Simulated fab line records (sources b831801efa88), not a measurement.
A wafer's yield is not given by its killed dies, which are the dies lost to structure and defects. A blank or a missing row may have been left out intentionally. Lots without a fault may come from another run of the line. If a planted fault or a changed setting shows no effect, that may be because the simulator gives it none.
fab line records | flow sfqLine
record: lots: 5 wafers: 27
route steps=325 shown JJ@179 M5@205 R5@212 I5@228 C5@247 M6@252 M7@293 I7@307
startH: hours from the record's first day to the start of the lot's first wafer shown | waitH: how many hours have passed since the lot's step before this one | " the same as in the row above | L1.1+2: several wafers, shown together as one row | - either no value or no given start | * or withheld: withheld | < > ~ a bound
route shown NAME@n: NAME is a module with steps in the file, n the number in the route of the first one | usual: mean/standard deviation taken from wafers without a fault | same: alike in all rows | chamber/n: place in a boat | sites: each site's reading | _std_site: standard deviation of those values | _edge_site: inner sites' mean taken away from outer sites' mean | radiusMm: how far each site lies from the wafer's centre | mask NAME#n: copy n | behind: the tool/chamber that last shaped the wafer | hold: reason for holding the lot/hours on hold/outcome of the hold | device: the n, p or np transistor that did not switch | end of line: tests run on the same wafers once the route is complete | a step without rows: its recipe alone | killed: dies that structure and defects cost at the first sort, which is not the same as the wafer's yield | map: a wafer's dies, x killed, . not, _ none there
set.NAME: the setting as run; set.NAME@STEP: as run at that earlier step | model.NAME: the simulator's own value behind a step, which no gauge read
one table per step and one row per wafer, for lots whose settings were changed on purpose
== steps ==
step: SFQ_TRILAYER_JJ_TRILAYER_DEP_SPUTTER_109
recipe: material: Nb basePressurePa: 1.33e-06 chamberPressurePa: 0.1333 substrateTempC: 20 targetThkNm: 150 powerW: 2000 timeS: 100
columns lot.wafer tool chamber startH waitH set.timeS model.Nb_of_TRILAYER_JJ_TRILAYER_DEP_SPUTTER_109.thkNm
L075.1 pvdSputter-03 - 1296.34 0.0 100 149.1
L075.2 " - " " 100 148.1
L075.3 " - " " 100 147.8
L077.1 pvdSputter-05 - 1301.14 0.0 138.7 209
L077.2 " - " " 138.7 208.5
L077.3 " - " " 100 150.9
L077.4 " - " " 100 151.6
L077.5 " - " " 100 150.5
L077.6 " - " " 138.7 209.7
L079.1 pvdSputter-05 - 1305.94 0.0 100 151.5
L079.2 " - " " 100 150.8
L079.3 " - " " 100 152.8
L079.4 " - " " 136 205.3
L079.5 " - " " 136 206.2
L079.6 " - " " 136 204.2
L081.1 pvdSputter-03 - 1312.44 0.0 126.6 190.2
L081.2 " - " " 100 150.3
L081.3 " - " " 126.6 189.9
L081.4 " - " " 100 151.3
L081.5 " - " " 126.6 191.4
L081.6 " - " " 100 149.8
L082.1+2 pvdSputter-05 - 1313.04 0.0 100 150.2
L082.3 " - " " 100 150
L082.4 " - " " 100 149.8
L082.5 " - " " 100 151.5
L082.6 " - " " 100 150.1
step: SFQ_TRILAYER_JJ_TRILAYER_DEP_SPUTTER_110
recipe: material: Al basePressurePa: 1.33e-06 targetThkNm: 8 powerW: 500 timeS: 10 chamberPressurePa: 0.4
step: SFQ_TRILAYER_JJ_TRILAYER_DEP_AL_OXIDATION_111
recipe: pressureMbar: 0.014667 oxidationTimeS: 600 temperatureK: 293
step: SFQ_TRILAYER_M5_BARC_OPEN_METAL_ETCH_161
recipe: maskMaterial: PR chemistry: O2 targetDepthNm: 125 target: BARC icpW: 600 biasW: 80 pressureMtorr: 10 timeS: 41.7
step: SFQ_TRILAYER_M5_ETCH_METAL_ETCH_126
recipe: target: Nb stopOn: SiO2 maskMaterial: PR overEtchFrac: 0.15 timeS: 203.2 chemistry: Cl2/BCl3 targetDepthNm: 265 icpW: 600 biasW: 80 pressureMtorr: 10
usual: oesProductAu: 0.727/0.0056
columns lot.wafer tool chamber startH waitH set.timeS@TRILAYER_JJ_TRILAYER_DEP_SPUTTER_109 oesProductAu model.M5.featureDepthNm
L075.1 rieMetal-01 0 1420.68 0.0 100 0.723 161.4
L075.2 " 1 " " 100 0.734 160
L075.3 " 0 " " 100 0.717 160.2
L077.1 rieMetal-02 0 1429.13 0.0 138.7 0.866 221.3
L077.2 " 1 " " 138.7 0.866 220.7
L077.3 " 1 " " 100 0.716 163
L077.4 " 0 " " 100 0.738 164.1
L077.5 " 0 " " 100 0.721 163
L077.6 " 1 " " 138.7 0.868 221.8
L079.1 rieMetal-01 1 1434.01 0.0 100 0.731 163.3
L079.2 " 0 " " 100 0.735 163.2
L079.3 " 0 " " 100 0.733 165
L079.4 " 1 " " 136 0.857 217.2
L079.5 " 0 " " 136 0.856 218.5
L079.6 " 1 " " 136 0.857 216
L081.1 rieMetal-02 1 1442.53 0.0 126.6 0.829 202.4
L081.2 " 0 " " 100 0.726 162.8
L081.3 " 0 " " 126.6 0.819 202.3
L081.4 " 1 " " 100 0.731 163.4
L081.5 " 0 " " 126.6 0.827 203.8
L081.6 " 1 " " 100 0.721 162
L082.1 rieMetal-02 0 1443.86 0.0 100 0.725 162.6
L082.2 " 1 " " 100 0.739 162.3
L082.3 " 0 " " 100 0.730 162.6
L082.4 " 1 " " 100 0.731 162.1
L082.5 " 1 " " 100 0.732 163.6
L082.6 " 0 " " 100 0.726 162.6
step: SFQ_TRILAYER_R5_DEP_SPUTTER_132
recipe: material: Ti basePressurePa: 1.33e-06 targetThkNm: 5 powerW: 2000 timeS: 5 chamberPressurePa: 0.4
columns lot.wafer tool chamber startH waitH set.timeS model.Ti_of_TRILAYER_R5_DEP_SPUTTER_132.thkNm
L075.1 pvdSputter-03 - 1425.94 1.0 5 4.996
L075.2 " - " " 5 5.106
L075.3 " - " " 5 5.034
L077.1 pvdSputter-03 - 1434.45 1.0 5 5.084
L077.2 " - " " 5 5.13
L077.3 " - " " 7.968 7.911
L077.4 " - " " 5 4.98
L077.5 " - " " 7.968 8.077
L077.6 " - " " 7.968 8.071
L079.1 pvdSputter-03 - 1439.69 1.0 5 5.222
L079.2 " - " " 5 5.126
L079.3 " - " " 5 5.185
L079.4 " - " " 5 5.212
L079.5 " - " " 5 5.171
L079.6 " - " " 5 5.208
L081.1 pvdSputter-04 - 1447.84 1.0 6.9 6.923
L081.2 " - " " 5 5.129
L081.3 " - " " 6.9 7.089
L081.4 " - " " 6.9 6.963
L081.5 " - " " 5 5.111
L081.6 " - " " 5 5.056
L082.1 pvdSputter-06 - 1449.31 1.0 5 4.944
L082.2 " - " " 5 4.994
L082.3 " - " " 6.985 6.811
L082.4 " - " " 5 4.868
L082.5 " - " " 6.985 6.92
L082.6 " - " " 6.985 6.952
step: SFQ_TRILAYER_A5C_DEP_PECVD_142
recipe: material: SiO2 tempC: 150 timeS: 15.556 pressureTorr: 2.4 rfW: 183.3 precursor: SiH4/N2O targetThkNm: 70
columns lot.wafer tool chamber startH waitH set.timeS model.SiO2_of_TRILAYER_A5C_DEP_PECVD_142.thkNm
L075.1 pecvd-02 0 1431.18 0.0 15.556 69.36
L075.2 " 2 " " 15.556 68.98
L075.3 " 1 " " 15.556 70.98
L077.1 pecvd-03 1 1545.13 0.0 15.556 70.08
L077.2 " 2 " " 15.556 69.37
L077.3 " 0 " " 15.556 70.32
L077.4 " 0 " " 15.556 71.06
L077.5 " 2 " " 15.556 70.77
L077.6 " 1 " " 15.556 71.42
L079.1 pecvd-02 0 1548.88 0.0 15.556 68.57
L079.2 " 2 " " 15.556 67.77
L079.3 " 1 " " 15.556 68.36
L079.4 " 1 " " 15.556 70.44
L079.5 " 2 " " 15.556 68.1
L079.6 " 0 " " 15.556 69.08
L081.1 pecvd-03 0 1556.98 0.0 15.556 69.42
L081.2 " 1 " " 23.83 106.4
L081.3 " 2 " " 23.83 105.5
L081.4 " 2 " " 15.556 69.79
L081.5 " 0 " " 23.83 107.4
L081.6 " 1 " " 15.556 71.14
L082.1 pecvd-03 1 1559.38 0.0 15.556 70.14
L082.2 " 2 " " 10.51 46.92
L082.3 " 0 " " 10.51 46.98
L082.4 " 1 " " 10.51 48.27
L082.5 " 2 " " 15.556 70.48
L082.6 " 0 " " 15.556 70.11
step: SFQ_TRILAYER_I5_LITHO_COAT_149
recipe: resist: BARC spinRpm: 3000 resistThkNm: 62
step: SFQ_TRILAYER_I5_LITHO_COAT_144
recipe: resist: KrF spinRpm: 3000 resistThkNm: 650
step: SFQ_TRILAYER_C5_BARC_OPEN_VIA_ETCH_210
recipe: maskMaterial: PR chemistry: O2 targetDepthNm: 125 target: BARC sourceW: 500 biasW: 80 pressureMtorr: 30 timeS: 41.7
step: SFQ_TRILAYER_C5_ETCH_VIA_ETCH_154
recipe: target: SiO2 maskMaterial: PR chemistry: CHF3 targetDepthNm: 84 sourceW: 500 biasW: 80 pressureMtorr: 30 timeS: withheld stopOn: Nb
usual: oesProductAu: 0.895/0.0087
columns lot.wafer tool chamber startH waitH set.timeS@TRILAYER_A5C_DEP_PECVD_142 oesProductAu model.C5.featureDepthNm
L075.1 rieDiel-01 0 1550.12 0.0 * 0.883 69.36
L075.2 " 1 " " * 0.882 68.98
L075.3 " 3 " " * 0.904 70.98
L077.1 rieDiel-01 3 1635.25 0.0 * 0.892 70.08
L077.2 " 0 " " * 0.884 69.37
L077.3 " 1 " " * 0.897 70.32
L077.4 " 2 " " * 0.902 71.06
L077.5 " 1 " " * 0.903 70.77
L077.6 " 0 " " * 0.914 71.42
L079.1 rieDiel-03 1 1649.94 0.0 * 0.890 68.57
L079.2 " 0 " " * 0.875 67.77
L079.3 " 2 " " * 0.876 68.36
L079.4 " 3 " " * 0.890 70.44
L079.5 " 0 " " * 0.878 68.1
L079.6 " 3 " " * 0.893 69.08
L081.1 rieDiel-03 2 1659.64 0.0 * 0.887 69.42
L081.2 " 3 " " * 1.002 84.68
L081.3 " 1 " " * 1.005 83.88
L081.4 " 0 " " * 0.888 69.79
L081.5 " 3 " " * 1.003 84.42
L081.6 " 0 " " * 0.895 71.14
L082.1 rieDiel-03 1 1663.24 0.0 * 0.894 70.14
L082.2 " 0 " " * 0.720 46.92
L082.3 " 2 " " * 0.723 46.98
L082.4 " 3 " " * 0.732 48.27
L082.5 " 3 " " * 0.897 70.48
L082.6 " 0 " " * 0.892 70.11
step: SFQ_TRILAYER_M6_DEP_SPUTTER_157
recipe: material: Nb basePressurePa: 1.33e-06 chamberPressurePa: 0.1333 substrateTempC: 20 targetThkNm: 200 powerW: 2000 timeS: 133.3
columns lot.wafer tool chamber startH waitH set.timeS model.Nb_of_TRILAYER_M6_DEP_SPUTTER_157.thkNm
L075.1 pvdSputter-05 - 1550.98 0.0 133.3 200.4
L075.2 " - " " 133.3 198.7
L075.3 " - " " 133.3 198.1
L077.1 pvdSputter-05 - 1636.10 0.0 195.2 292.3
L077.2 " - " " 195.2 292
L077.3 " - " " 195.2 293.5
L077.4 " - " " 133.3 199.7
L077.5 " - " " 133.3 199.2
L077.6 " - " " 133.3 198.7
L079.1 pvdSputter-05 - 1650.79 0.0 133.3 197.8
L079.2 " - " " 90.17 132.7
L079.3 " - " " 90.17 133.6
L079.4 " - " " 133.3 198.8
L079.5 " - " " 90.17 133.8
L079.6 " - " " 133.3 197.3
L081.1 pvdSputter-04 - 1660.69 0.0 68.01 101.2
L081.2 " - " " 68.01 100.8
L081.3+4 " - " " 133.3 198.9
L081.5 " - " " 133.3 197.2
L081.6 " - " " 68.01 99.83
L082.1 pvdSputter-04 - 1664.09 0.0 133.3 199.4
L082.2 " - " " 198.5 296
L082.3 " - " " 198.5 295.3
L082.4 " - " " 133.3 197
L082.5 " - " " 133.3 196.5
L082.6 " - " " 198.5 295
step: SFQ_M6_RS_MEAS_938
recipe: thkMeasGauge: four-point-probe reads: Nb_of_TRILAYER_M6_DEP_SPUTTER_157
usual: M6_NB_RS: 0.896/0.0062
columns lot.wafer tool chamber startH waitH set.timeS@TRILAYER_M6_DEP_SPUTTER_157 M6_NB_RS[ohm/sq]
L075.1 filmMetro-04 - 1551.07 0.0 133.3 0.888
L075.2 " - " " 133.3 0.893
L075.3 " - " " 133.3 0.895
L077.1 filmMetro-01 - 1636.19 0.0 195.2 0.607
L077.2 " - " " 195.2 0.607
L077.3 " - " " 195.2 0.605
L077.4 " - " " 133.3 0.891
L077.5 " - " " 133.3 0.895
L077.6 " - " " 133.3 0.895
L079.1 filmMetro-04 - 1650.88 0.0 133.3 0.897
L079.2 " - " " 90.17 1.346
L079.3 " - " " 90.17 1.338
L079.4 " - " " 133.3 0.893
L079.5 " - " " 90.17 1.335
L079.6 " - " " 133.3 0.902
L081.1 filmMetro-01 - 1660.79 0.0 68.01 1.777
L081.2 " - " " 68.01 1.786
L081.3 " - " " 133.3 0.895
L081.4 " - " " 133.3 0.895
L081.5 " - " " 133.3 0.901
L081.6 " - " " 68.01 1.803
L082.1 filmMetro-01 - 1664.18 0.0 133.3 0.891
L082.2 " - " " 198.5 0.599
L082.3 " - " " 198.5 0.601
L082.4 " - " " 133.3 0.904
L082.5 " - " " 133.3 0.905
L082.6 " - " " 198.5 0.600
step: SFQ_TRILAYER_M6_LITHO_COAT_164
recipe: resist: BARC spinRpm: 3000 resistThkNm: 62
step: SFQ_TRILAYER_M6_BARC_OPEN_METAL_ETCH_206
recipe: maskMaterial: PR chemistry: O2 targetDepthNm: 125 target: BARC icpW: 584.8 biasW: 80 pressureMtorr: 10 timeS: 41.7
step: SFQ_TRILAYER_M6_ETCH_METAL_ETCH_162
recipe: target: Nb stopOn: SiO2 maskMaterial: PR chemistry: Cl2/Ar targetDepthNm: 240 icpW: 600 biasW: 80 pressureMtorr: 10 timeS: 120
usual: oesProductAu: 0.889/0.0056
columns lot.wafer tool chamber startH waitH set.timeS@TRILAYER_M6_DEP_SPUTTER_157 oesProductAu
L075.1 rieMetal-02 1 1651.16 0.0 133.3 0.894
L075.2 " 0 " " 133.3 0.880
L075.3 " 1 " " 133.3 0.883
L077.1 rieMetal-01 1 1653.56 0.0 195.2 0.995
L077.2 " 0 " " 195.2 1.007
L077.3 " 1 " " 195.2 0.977
L077.4 " 0 " " 133.3 0.894
L077.5 " 1 " " 133.3 0.895
L077.6 " 0 " " 133.3 0.891
L079.1 rieMetal-04 0 1657.26 0.0 133.3 0.883
L079.2 " 1 " " 90.17 0.718
L079.3 " 0 " " 90.17 0.730
L079.4 " 1 " " 133.3 0.888
L079.5 " 1 " " 90.17 0.717
L079.6 " 0 " " 133.3 0.888
L081.1 rieMetal-02 0 1727.61 0.0 68.01 0.630
L081.2 " 1 " " 68.01 0.641
L081.3 " 1 " " 133.3 0.888
L081.4 " 0 " " 133.3 0.891
L081.5 " 0 " " 133.3 0.879
L081.6 " 1 " " 68.01 0.638
L082.1 rieMetal-01 0 1728.81 0.0 133.3 0.890
L082.2 " 1 " " 198.5 0.986
L082.3 " 0 " " 198.5 0.995
L082.4 " 1 " " 133.3 0.883
L082.5 " 1 " " 133.3 0.882
L082.6 " 0 " " 198.5 1.005
step: SFQ_TRILAYER_M7_ETCH_METAL_ETCH_180
recipe: target: Nb stopOn: SiO2 maskMaterial: PR chemistry: Cl2/Ar targetDepthNm: 240 icpW: 600 biasW: 80 pressureMtorr: 10 timeS: 120
usual: oesProductAu: 0.891/0.0086
columns lot.wafer tool chamber startH waitH set.timeS oesProductAu model.M7.featureDepthNm model.KrF_of_TRILAYER_M7_LITHO_COAT_177.thkNm
L075.1 rieMetal-04 0 1675.31 0.0 120 0.903 201.6 380.6
L075.2 " 1 " " 120 0.902 201.9 380.3
L075.3 " 1 " " 120 0.904 202.4 379.8
L077.1 rieMetal-02 0 1677.71 0.0 120 0.898 204 377.9
L077.2 " 1 " " 120 0.894 197.4 378.9
L077.3 " 1 " " 120 0.900 200.6 379.2
L077.4 " 0 " " 120 0.899 199.9 377.2
L077.5 " 0 " " 120 0.902 203.1 378.9
L077.6 " 1 " " 120 0.899 198.5 380.3
L079.1 rieMetal-02 0 1681.11 0.0 120 0.886 197.2 378.7
L079.2 " 1 " " 149.4 0.866 203.8 345.1
L079.3 " 1 " " 120 0.892 198.8 379.7
L079.4 " 0 " " 120 0.882 197.3 376.3
L079.5 " 0 " " 149.4 0.876 202.1 342.7
L079.6 " 1 " " 149.4 0.845 201.1 348
L081.1 rieMetal-02 1 1916.50 0.0 120 0.887 197.9 379
L081.2 " 0 " " 59.48 1.026 124.2 447.3
L081.3 " 1 " " 59.48 1.012 120.4 447.8
L081.4 " 0 " " 120 0.881 196.5 371.9
L081.5 " 1 " " 120 0.888 197.8 376.2
L081.6 " 0 " " 59.48 1.016 122 445.2
L082.1 rieMetal-04 1 1918.90 0.0 120 0.879 195.3 376.4
L082.2 " 0 " " 120 0.895 199.6 375.5
L082.3 " 1 " " 120 0.895 197.5 375.4
L082.4 " 0 " " 120 0.889 198.1 373.5
L082.5 " 0 " " 120 0.889 196.8 374.6
L082.6 " 1 " " 120 0.891 198.2 377.1
step: SFQ_TRILAYER_I7_VIA_BARC_OPEN_VIA_ETCH_260
recipe: maskMaterial: PR chemistry: O2 targetDepthNm: 125 target: BARC sourceW: 500 biasW: 80 pressureMtorr: 30 timeS: 41.7
usual: oesProductAu: 0.685/0.0054
columns lot.wafer tool chamber startH waitH set.timeS oesProductAu model.KrF_of_TRILAYER_I7_VIA_LITHO_COAT_187.thkNm
L075.1 rieDiel-04 1 1687.05 0.0 41.7 0.686 573.9
L075.2 " 0 " " 41.7 0.679 570.9
L075.3 " 3 " " 41.7 0.685 572.8
L077.1 rieDiel-04 0 1689.45 0.0 30.24 0.800 582
L077.2 " 2 " " 41.7 0.689 571.6
L077.3 " 1 " " 41.7 0.681 570.9
L077.4 " 3 " " 30.24 0.788 585.4
L077.5 " 2 " " 41.7 0.680 571.3
L077.6 " 1 " " 30.24 0.802 585.1
L079.1 rieDiel-04 1 1691.85 0.0 41.7 0.692 572.5
L079.2 " 2 " " 34.22 0.748 582.9
L079.3 " 3 " " 41.7 0.692 571.4
L079.4 " 0 " " 34.22 0.751 582.5
L079.5 " 2 " " 41.7 0.682 572
L079.6 " 3 " " 34.22 0.741 582.6
L081.1 rieDiel-02 1 1924.09 0.0 65.06 0.642 547.3
L081.2 " 2 " " 41.7 0.696 575.2
L081.3 " 3 " " 65.06 0.638 545
L081.4 " 0 " " 41.7 0.687 572.6
L081.5 " 2 " " 65.06 0.639 544.5
L081.6 " 3 " " 41.7 0.687 576.6
L082.1 rieDiel-04 3 1926.49 0.0 41.7 0.686 574.7
L082.2 " 2 " " 24.91 0.890 596.8
L082.3 " 1 " " 41.7 0.687 576.6
L082.4 " 0 " " 24.91 0.889 596.6
L082.5 " 2 " " 41.7 0.695 577
L082.6 " 3 " " 24.91 0.899 598.2
step: SFQ_TRILAYER_I7_VIA_ETCH_VIA_ETCH_190
recipe: target: SiO2 stopOn: Nb maskMaterial: PR taperDeg: 20 chemistry: CHF3 targetDepthNm: 260 sourceW: 500 biasW: 80 pressureMtorr: 30 timeS: withheld
columns lot.wafer tool chamber startH waitH set.timeS@TRILAYER_I7_VIA_BARC_OPEN_VIA_ETCH_260 model.KrF_of_TRILAYER_I7_VIA_LITHO_COAT_187.thkNm
L075.1 rieDiel-04 1 1687.09 0.0 * 529.5
L075.2 " 0 " " * 525.3
L075.3 " 3 " " * 527.8
L077.1 rieDiel-04 0 1689.49 0.0 * 536.1
L077.2 " 2 " " * 527
L077.3 " 1 " " * 526.1
L077.4 " 3 " " * 540.4
L077.5 " 2 " " * 526
L077.6 " 1 " " * 540.1
L079.1 rieDiel-04 1 1691.89 0.0 * 527.9
L079.2 " 2 " " * 537.9
L079.3 " 3 " " * 526.5
L079.4 " 0 " " * 537.1
L079.5 " 2 " " * 527.5
L079.6 " 3 " " * 537.8
L081.1 rieDiel-02 1 1924.13 0.0 * 503.5
L081.2 " 2 " " * 529.9
L081.3 " 3 " " * 500.9
L081.4 " 0 " " * 527.9
L081.5 " 2 " " * 499.4
L081.6 " 3 " " * 532.9
L082.1 rieDiel-04 3 1926.53 0.0 * 530.2
L082.2 " 2 " " * 552.2
L082.3 " 1 " " * 532.6
L082.4 " 0 " " * 550.8
L082.5 " 2 " " * 532.5
L082.6 " 3 " " * 553.4
== key ==
split: step: SFQ_TRILAYER_JJ_TRILAYER_DEP_SPUTTER_109 setting: timeS stated: 100 by: wafer
response: step: SFQ_TRILAYER_JJ_TRILAYER_DEP_SPUTTER_109 reading: model.Nb_of_TRILAYER_JJ_TRILAYER_DEP_SPUTTER_109.thkNm change: +1.5 per: 1% r: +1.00
response: step: SFQ_TRILAYER_M5_ETCH_METAL_ETCH_126 reading: oesProductAu change: +0.00359 per: 1% r: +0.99
response: step: SFQ_TRILAYER_M5_ETCH_METAL_ETCH_126 reading: model.M5.featureDepthNm change: +1.49 per: 1% r: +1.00
split: step: SFQ_TRILAYER_R5_DEP_SPUTTER_132 setting: timeS stated: 5 by: wafer
response: step: SFQ_TRILAYER_R5_DEP_SPUTTER_132 reading: model.Ti_of_TRILAYER_R5_DEP_SPUTTER_132.thkNm change: +0.0497 per: 1% r: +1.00
split: step: SFQ_TRILAYER_A5C_DEP_PECVD_142 setting: timeS stated: 15.556 by: wafer
response: step: SFQ_TRILAYER_A5C_DEP_PECVD_142 reading: model.SiO2_of_TRILAYER_A5C_DEP_PECVD_142.thkNm change: +0.689 per: 1% r: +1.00
response: step: SFQ_TRILAYER_C5_ETCH_VIA_ETCH_154 reading: oesProductAu shape: bent atLowest: 0.725 atStated: 0.891 atHighest: 1.003
response: step: SFQ_TRILAYER_C5_ETCH_VIA_ETCH_154 reading: model.C5.featureDepthNm shape: bent atLowest: 47.39 atStated: 69.8 atHighest: 84.33
split: step: SFQ_TRILAYER_M6_DEP_SPUTTER_157 setting: timeS stated: 133.3 by: wafer
response: step: SFQ_TRILAYER_M6_DEP_SPUTTER_157 reading: model.Nb_of_TRILAYER_M6_DEP_SPUTTER_157.thkNm change: +2 per: 1% r: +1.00
response: step: SFQ_M6_RS_MEAS_938 reading: M6_NB_RS shape: bent atLowest: 1.789 atStated: 0.896 atHighest: 0.600
response: step: SFQ_TRILAYER_M6_ETCH_METAL_ETCH_162 reading: oesProductAu change: +0.00345 per: 1% r: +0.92
split: step: SFQ_TRILAYER_M7_ETCH_METAL_ETCH_180 setting: timeS stated: 120 by: wafer
response: step: SFQ_TRILAYER_M7_ETCH_METAL_ETCH_180 reading: oesProductAu change: -0.00232 per: 1% r: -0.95
response: step: SFQ_TRILAYER_M7_ETCH_METAL_ETCH_180 reading: model.M7.featureDepthNm change: +1.24 per: 1% r: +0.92
response: step: SFQ_TRILAYER_M7_ETCH_METAL_ETCH_180 reading: model.KrF_of_TRILAYER_M7_LITHO_COAT_177.thkNm change: -1.4 per: 1% r: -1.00
split: step: SFQ_TRILAYER_I7_VIA_BARC_OPEN_VIA_ETCH_260 setting: timeS stated: 41.7 by: wafer
response: step: SFQ_TRILAYER_I7_VIA_BARC_OPEN_VIA_ETCH_260 reading: oesProductAu shape: bent atLowest: 0.893 atStated: 0.687 atHighest: 0.640
response: step: SFQ_TRILAYER_I7_VIA_BARC_OPEN_VIA_ETCH_260 reading: model.KrF_of_TRILAYER_I7_VIA_LITHO_COAT_187.thkNm change: -0.52 per: 1% r: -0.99
response: step: SFQ_TRILAYER_I7_VIA_ETCH_VIA_ETCH_190 reading: model.KrF_of_TRILAYER_I7_VIA_LITHO_COAT_187.thkNm change: -0.509 per: 1% r: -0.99
